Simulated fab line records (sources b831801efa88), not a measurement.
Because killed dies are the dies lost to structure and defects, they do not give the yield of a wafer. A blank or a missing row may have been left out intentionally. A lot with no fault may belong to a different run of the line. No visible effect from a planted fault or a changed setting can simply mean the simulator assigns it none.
What tool caused it? + flow sky130 + 7 lots, 21 wafers sampled, at 4 steps of a route of 708

== WHAT THE GAUGES READ, wafer by wafer ==
SKY_VT_ADJUST_HVTP_TW_MEAS_11.
| lot  | measured     | on           | VT_ADJUST_HVTP_TW |
|------|--------------|--------------|-------------------|
| L345 | day 6 17:10  | filmMetro-02 | 1355 1356 1359    |
| L347 | day 7 07:52  | filmMetro-04 | 1340 1346 1342    |
| L349 | day 7 23:07  | filmMetro-04 | 1345 1341 1353    |
| L355 | day 9 09:06  | filmMetro-02 | 1354 1355 1357    |
| L360 | day 10 15:43 | filmMetro-04 | 1345 1358 1354    |
| L362 | day 11 05:39 | filmMetro-04 | 1336 1335 1347    |
| L365 | day 12 01:41 | filmMetro-04 | 1358 1354 1360    |

== WHICH TOOL RAN EACH LOT (tool, then ch and the chambers of the sampled wafers, then the start) ==
| lot  | SKY_FIELD_ISO_CMP_27         | SKY_NWELL_STRIP_14                  | SKY_VT_ADJUST_HVTP_PEB_05        |
|------|------------------------------|-------------------------------------|----------------------------------|
| L345 | cmp-01 ch 0,1, day 2 21:50   | plasmaAsher-04 ch 0,1, day 5 03:14  | lithoTrack-04 ch 0, day 6 16:28  |
| L347 | cmp-02 ch 2,3, day 3 09:34   | plasmaAsher-01 ch 0,1, day 5 16:04  | lithoTrack-03 ch 0, day 7 07:11  |
| L349 | cmp-02 ch 1,2, day 3 21:23   | plasmaAsher-04 ch 0,1, day 6 06:50  | lithoTrack-02 ch 0, day 7 22:26  |
| L355 | cmp-01 ch 0,1,3, day 4 23:07 | plasmaAsher-04 ch 0,1, day 7 12:31  | lithoTrack-03, day 9 06:47       |
| L360 | cmp-01 ch 1,2,3, day 6 02:23 | plasmaAsher-04 ch 0,1, day 8 20:34  | lithoTrack-03 ch 0, day 10 15:02 |
| L362 | cmp-02 ch 0,1,3, day 6 13:35 | plasmaAsher-02 ch 0,1, day 9 09:04  | lithoTrack-03 ch 0, day 11 04:56 |
| L365 | cmp-02 ch 0,1,2, day 7 05:17 | plasmaAsher-04 ch 0,1, day 10 01:44 | lithoTrack-04 ch 0, day 12 00:58 |
- SKY_FIELD_ISO_CMP_27: polishes, stops on Si3N4, t overpolish 16 s, target thk 457.8 nm.
- SKY_NWELL_STRIP_14: strips in O2/N2.
- SKY_VT_ADJUST_HVTP_PEB_05

== THE ANSWER, worked out from the rows above alone ==
Rule: what is usual is taken from the lots themselves. Put in order of their means at a reading, lots are off if they are a third of the lots or fewer, leave a main group of 4 or more, and stand apart from it by a gap of 3 or more times the standard deviation of the main group's means; of several such gaps the widest counts. A main group is skipped when, at the precision printed for the reading in the tables above, its means are all equal. Also off: a lot with no number at a reading for which 4 or more lots have one. Any other lot the step has rows for is counted as sound.
Nothing can be told from this: no lot is off at any reading shown.

== WHAT THE SIMULATOR HAD PUT IN ==
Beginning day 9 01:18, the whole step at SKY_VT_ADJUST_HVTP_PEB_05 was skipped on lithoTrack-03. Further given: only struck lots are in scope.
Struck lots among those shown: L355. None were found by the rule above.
